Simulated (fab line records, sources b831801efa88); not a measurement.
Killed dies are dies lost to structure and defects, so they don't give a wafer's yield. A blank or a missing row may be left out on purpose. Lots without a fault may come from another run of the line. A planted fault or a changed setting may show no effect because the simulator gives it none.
Which tool did it? | flow sfq_line | 15 lots, 45 wafers sampled, at 4 steps of a route of 325

WHAT THE GAUGES READ, wafer by wafer
SFQ_I1_BOW_MEAS_912. Usual: I1_BOW 4 um, standard deviation 7.4.
lot  | measured     | on            | I1_BOW (um) | flag
L727 | day 16 05:26 | film_metro-04 | 17 7 13     |
L728 | day 16 11:26 | film_metro-04 | 7 -2 4      |
L730 | day 17 01:09 | film_metro-03 | 15 13 19    |
L731 | day 17 22:25 | film_metro-03 | 14 0 -4     |
L732 | day 18 12:07 | film_metro-04 | 3 11 12     |
L733 | day 19 06:09 | film_metro-03 | 8 9 3       |
L735 | day 19 18:08 | film_metro-03 | 13 12 -1    |
L736 | day 20 22:54 | film_metro-03 | 10 0 10     |
L739 | day 26 20:17 | film_metro-03 | 2 2 -6      |
L740 | day 27 06:02 | film_metro-04 | 2 10 -8     |
L744 | day 28 20:04 | film_metro-04 | -2 4 -5     |
L745 | day 28 23:04 | film_metro-03 | 10 2 -6     |
L746 | day 29 05:38 | film_metro-01 | 14 -2 7     |
L749 | day 30 18:11 | film_metro-04 | 2 -3 -5     |
L750 | day 31 02:35 | film_metro-04 | 6 0 3       |

SFQ_I3_BOW_MEAS_922. Usual: I3_BOW 4 um, standard deviation 7.7.
lot  | measured     | on            | I3_BOW (um) | flag
L727 | day 25 08:53 | film_metro-04 | 19 9 14     |
L728 | day 25 20:53 | film_metro-04 | 2 -5 0      |
L730 | day 31 04:47 | film_metro-03 | 17 16 22    |
L731 | day 32 12:51 | film_metro-04 | 18 3 0      |
L732 | day 32 18:49 | film_metro-04 | 5 13 14     |
L733 | day 39 20:14 | film_metro-04 | 10 10 5     |
L735 | day 45 06:51 | film_metro-04 | 12 11 -2    |
L736 | day 46 06:21 | film_metro-01 | 8 -3 8      |
L739 | day 46 15:52 | film_metro-04 | 4 5 -4      |
L740 | day 46 19:22 | film_metro-03 | 2 9 -7      |
L744 | day 48 01:22 | film_metro-04 | 1 5 -4      |
L745 | day 48 07:22 | film_metro-03 | 10 0 -6     |
L746 | day 48 09:51 | film_metro-04 | 14 -1 8     |
L749 | day 49 21:50 | film_metro-04 | 4 0 -3      |
L750 | day 49 22:21 | film_metro-01 | 9 4 7       |

WHICH TOOL RAN EACH LOT (tool, then ch and the chambers of the sampled wafers, then the start)
lot  | SFQ_TRILAYER_L0_CAP_PECVD_011  | SFQ_TRILAYER_L0_VIA_ETCH_VIA_ETCH_016
L727 | pecvd-01 ch 0,1, day 4 05:43   | rie_diel-02 ch 1,2, day 7 07:43
L728 | pecvd-04 ch 0,1, day 4 11:42   | rie_diel-02 ch 1,2,3, day 7 16:04
L730 | pecvd-03 ch 1,2, day 5 02:06   | rie_diel-02 ch 0,1, day 8 08:59
L731 | pecvd-04 ch 0,1,2, day 5 08:59 | rie_diel-03 ch 0,2,3, day 8 16:11
L732 | pecvd-01 ch 0,1,2, day 5 15:52 | rie_diel-02 ch 0,1,3, day 9 00:29
L733 | pecvd-03 ch 0,1, day 5 22:02   | rie_diel-02 ch 0,1, day 9 12:35
L735 | pecvd-03 ch 0,2, day 6 06:16   | rie_diel-04 ch 0,1,2, day 9 22:38
L736 | pecvd-03 ch 0,1,2, day 6 09:22 | rie_diel-02 ch 0,1,3, day 10 01:02
L739 | pecvd-03 ch 0,1, day 7 04:25   | rie_diel-03 ch 1,2,3, day 10 15:26
L740 | pecvd-03 ch 0,1, day 7 10:04   | rie_diel-02 ch 0,1,2, day 10 23:50
L744 | pecvd-01 ch 0,2, day 8 08:37   | rie_diel-03 ch 2,3, day 11 17:23
L745 | pecvd-01 ch 0,1,2, day 8 14:35 | rie_diel-03 ch 0,1,3, day 11 23:23
L746 | pecvd-04 ch 0,1, day 8 21:42   | rie_diel-02 ch 0,2,3, day 12 07:47
L749 | pecvd-03 ch 1,2, day 9 21:46   | rie_diel-03 ch 1,3, day 13 07:47
L750 | pecvd-03 ch 0,1, day 10 01:22  | rie_diel-04 ch 0,1, day 13 11:23
- SFQ_TRILAYER_L0_CAP_PECVD_011: deposits SiO2 from SiH4/N2O, time 13.333 s, target thk 60 nm.
- SFQ_TRILAYER_L0_VIA_ETCH_VIA_ETCH_016: etches SiO2 in CHF3, stops on MoNx KI, target depth 80 nm.

WHAT THE TOOLS THEMSELVES READ (means of the sampled wafers that have a number; where no wafer has one, the mark that the record gives instead)
SFQ_TRILAYER_L0_CAP_PECVD_011. Usual: chamber_pressure_Torr 2.400 Torr, standard deviation 0.0055; heater_power_outer_w 30 W, standard deviation 13; heater_power_w 81 W, standard deviation 20; throttle_valve_pct 24.1 %, standard deviation 0.97.
lot  | tool     | chamber_pressure_Torr (Torr) | heater_power_outer_w (W) | heater_power_w (W) | throttle_valve_pct (%) | flag
L727 | pecvd-01 | 2.400                        | 33                       | 93                 | 25.6                   |
L728 | pecvd-04 | 2.397                        | 23                       | 73                 | 24.1                   |
L730 | pecvd-03 | 2.401                        | 33                       | 78                 | 23.8                   |
L731 | pecvd-04 | 2.401                        | 41                       | 100                | 23.9                   |
L732 | pecvd-01 | 2.402                        | 29                       | 87                 | 25.2                   |
L733 | pecvd-03 | 2.400                        | 19                       | 65                 | 23.0                   |
L735 | pecvd-03 | 2.392                        | 27                       | 72                 | 23.7                   |
L736 | pecvd-03 | 2.401                        | 27                       | 74                 | 23.4                   |
L739 | pecvd-03 | 2.405                        | 25                       | 73                 | 23.1                   |
L740 | pecvd-03 | 2.393                        | 31                       | 79                 | 23.3                   |
L744 | pecvd-01 | 2.398                        | 27                       | 88                 | 25.0                   |
L745 | pecvd-01 | 2.397                        | 25                       | 80                 | 25.3                   |
L746 | pecvd-04 | 2.407                        | 23                       | 71                 | 24.0                   |
L749 | pecvd-03 | 2.397                        | 35                       | 82                 | 24.2                   |
L750 | pecvd-03 | 2.397                        | 20                       | 67                 | 23.1                   |

SFQ_TRILAYER_L0_VIA_ETCH_VIA_ETCH_016. Usual: bias_w 79.97 W, standard deviation 0.27; drypump_motor_current_A 5.7 A, standard deviation 0.49; oes_product_au 0.844 a.u., standard deviation 0.0073.
lot  | tool        | bias_w (W) | drypump_motor_current_A (A) | oes_product_au (a.u.) | flag
L727 | rie_diel-02 | 79.88      | 5.4                         | 0.846                 |
L728 | rie_diel-02 | 79.80      | 5.7                         | 0.840                 |
L730 | rie_diel-02 | 79.77      | 5.1                         | 0.857                 |
L731 | rie_diel-03 | 80.02      | 5.8                         | 0.853                 |
L732 | rie_diel-02 | 79.97      | 5.6                         | 0.847                 |
L733 | rie_diel-02 | 79.96      | 5.1                         | 0.837                 |
L735 | rie_diel-04 | 79.54      | 6.0                         | 0.846                 |
L736 | rie_diel-02 | 79.88      | 5.6                         | 0.798                 | OFF
L739 | rie_diel-03 | 79.87      | 6.0                         | 0.794                 | OFF
L740 | rie_diel-02 | 80.15      | 5.3                         | 0.753                 | OFF
L744 | rie_diel-03 | 79.67      | 6.1                         | 0.841                 |
L745 | rie_diel-03 | 79.97      | 5.7                         | 0.849                 |
L746 | rie_diel-02 | 79.91      | 5.4                         | 0.850                 |
L749 | rie_diel-03 | 79.93      | 5.8                         | 0.837                 |
L750 | rie_diel-04 | 80.17      | 5.9                         | 0.836                 |

THE ANSWER, worked out from the rows above alone
Rule: a lot is off if the mean of its wafers that have a number lies more than 3 standard deviations from the usual mean. A lot without any number at a reading at which 4 lots or more have one is off too. The other lots that the step has rows for count as sound. The gauges are gone through in route order, then the tools' own readings, and for those a lot's mean is taken as printed above. The first step at which some lot is off is used, and at that step the reading that is off furthest; a lot without a number counts as furthest.
Off: L736, L739, L740, at SFQ_TRILAYER_L0_VIA_ETCH_VIA_ETCH_016 (oes_product_au).
A tool fits if, at that step or a process step before it, it ran every lot that is off, and no sound lot after the first of them. None of those tried fits.

WHAT THE SIMULATOR HAD PUT IN
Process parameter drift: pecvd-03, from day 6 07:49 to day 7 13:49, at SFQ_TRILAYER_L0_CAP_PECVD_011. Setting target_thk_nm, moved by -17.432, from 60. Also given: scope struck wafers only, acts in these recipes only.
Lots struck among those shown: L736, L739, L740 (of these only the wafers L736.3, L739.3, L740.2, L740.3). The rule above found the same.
